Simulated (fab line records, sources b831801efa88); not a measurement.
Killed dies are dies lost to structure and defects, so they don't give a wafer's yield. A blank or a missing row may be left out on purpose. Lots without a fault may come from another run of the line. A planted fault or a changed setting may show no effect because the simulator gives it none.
One fault seen from 2 desks | flow sky130 | each desk has only its own numbers; what lay behind them comes last

THE TOOL OWNER'S DESK: implanter-02
The tool's own readings at SKY_VT_ADJUST_NCORE_IMPLANT_09: means of the sampled wafers that have a number, for each lot that ran on this tool. A lot is out of limits, marked OUT, if its mean lies more than 4 standard deviations from the usual mean; the brackets give that distance.
Columns: A = dose_ions_cm2 at SKY_VT_ADJUST_NCORE_IMPLANT_09, usual 2.4001e+12
lot  | first seen here | A
L869 | day 8 04:26     | 2.3981e+12
L870 | day 8 20:02     | 2.3978e+12
L871 | day 9 02:57     | 2.3985e+12
L872 | day 9 07:46     | 2.4030e+12
L875 | day 10 15:08    | 2.3975e+12
L881 | day 12 02:47    | 2.3966e+12
L887 | day 13 16:35    | 2.3459e+12 (-19) OUT
L890 | day 15 11:14    | 2.3421e+12 (-20) OUT
This desk's finding: out of limits on L887, L890; first on L887, day 13 16:35 (dose_ions_cm2 at SKY_VT_ADJUST_NCORE_IMPLANT_09). In limits: L869, L870, L871, L872, L875, L881.

THE METROLOGY DESK
What the gauges read, lot by lot, whatever tool the lot ran on: means of the sampled wafers that have a number. A lot is out of limits, marked OUT, if its mean lies more than 4 standard deviations from the usual mean; the brackets give that distance.
Columns: A = VT_ADJUST_LVTN_2_TW at SKY_VT_ADJUST_LVTN_TW_MEAS_21, usual 188.3; B = CONTACT_BOW at SKY_CONTACT_BOW_MEAS_05, usual 81 um; C = VIA1_HDPCVD_THK at SKY_VIA1_THK_MEAS_01, usual 1030 nm
lot  | first seen here | A     | B  | C
L869 | day 7 09:09     | 188.8 | 76 | 1031
L870 | day 7 23:53     | 190.2 | 86 | 1038
L871 | day 8 05:58     | 189.3 | 83 | 1030
L872 | day 8 10:47     | 188.1 | 79 | 1025
L873 | day 8 18:11     | 188.7 | 82 | 1036
L875 | day 9 16:40     | 187.7 | 77 | 1033
L877 | day 10 00:30    | 189.3 | 88 | 1040
L879 | day 10 18:28    | 190.1 | 76 | 1014
L881 | day 11 02:34    | 189.1 | 86 | 1043
L887 | day 12 15:04    | 187.1 | 78 | 1026
L888 | day 13 05:56    | 188.6 | 76 | 1016
L890 | day 14 08:46    | 186.8 | 83 | 1046
L892 | day 14 11:34    | 186.3 | 79 | 1038
L891 | day 14 13:21    | 188.1 | 82 | 1019
This desk's finding: nothing out of limits on any of the 14 lots.

PUT TOGETHER
The tool owner's desk could have raised an alarm at day 13 16:35, on L887, L890.
The metrology desk saw nothing out of limits.
The metrology desk has L887, L890 on record, within its limits.
Of the lots named, all ran SKY_VT_ADJUST_NCORE_IMPLANT_09 on implanter-02.

WHAT THE SIMULATOR HAD PUT IN
Process parameter drift: implanter-02, from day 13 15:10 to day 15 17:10, at SKY_VT_ADJUST_NCORE_IMPLANT_09. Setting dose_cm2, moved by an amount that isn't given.
Lots struck among those shown: L887, L890.
Hours from the fault's start to each desk's first reading out of limits: the tool owner's desk, 1.
